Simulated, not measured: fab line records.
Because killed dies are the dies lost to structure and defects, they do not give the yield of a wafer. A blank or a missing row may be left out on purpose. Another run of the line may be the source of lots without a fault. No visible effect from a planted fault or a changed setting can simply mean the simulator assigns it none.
Which tool was responsible?	flow gf180mcu	12 lots, 36 wafers sampled, at 1 step of a route of 602

== WHAT EACH GAUGE READ, for each wafer ==
GF_V1_OVL_MEAS_15.
lot	measured	on	V1_OVL (nm)
L396	day 18 00:08	overlay-02	-1 -6 -1
L397	day 18 11:38	overlay-02	4 3 6
L400	day 19 22:16	overlay-01	-11 -3 3
L402	day 20 07:29	overlay-01	-16 -9 -14
L403	day 21 01:29	overlay-02	-3 6 -6
L404	day 21 12:08	overlay-01	-5 -5 -9
L405	day 21 23:28	overlay-02	-6 -6 -6
L414	day 25 04:47	overlay-01	0 -3 -12
L413	day 25 06:35	overlay-02	-2 -4 4
L416	day 25 11:01	overlay-01	1 -5 0
L418	day 25 15:23	overlay-01	0 -11 6
L419	day 26 10:28	overlay-01	6 -5 -6

== EACH LOT AND THE TOOL THAT RAN IT (in order: tool; ch and the chambers of the sampled wafers; start) ==
The record shows no process step preceding these readings.

== AS READ BY THE TOOLS THEMSELVES (means over the sampled wafers that have a number; for cases with no such wafer, the mark the record gives instead) ==
The record holds no such reading with a usual standard deviation.

== THE ANSWER, worked out from the rows above alone ==
Rule: what is usual is taken from the lots themselves. The widest of any qualifying gaps counts: lots, ordered by their means at a reading, are off when they make up no more than a third of the lots, leave a main group of 4 or more, and stand apart from it by 3 or more times the standard deviation of that group's means. A main group whose means are all the same, to the digits that the tables above print for the reading, isn't used. A lot without any number at a reading at which 4 lots or more have one is off too. Where the step has rows for the other lots, those lots are counted as sound. After the gauges, taken in route order, come the tools' own readings; for these a lot's mean is taken, as printed above. At the first step where some lot is off, the reading lying furthest off is the one used; lots without a number count as furthest.
None of the lots is off at any reading shown; this tells nothing.

== WHAT HAD BEEN PUT IN BY THE SIMULATOR ==
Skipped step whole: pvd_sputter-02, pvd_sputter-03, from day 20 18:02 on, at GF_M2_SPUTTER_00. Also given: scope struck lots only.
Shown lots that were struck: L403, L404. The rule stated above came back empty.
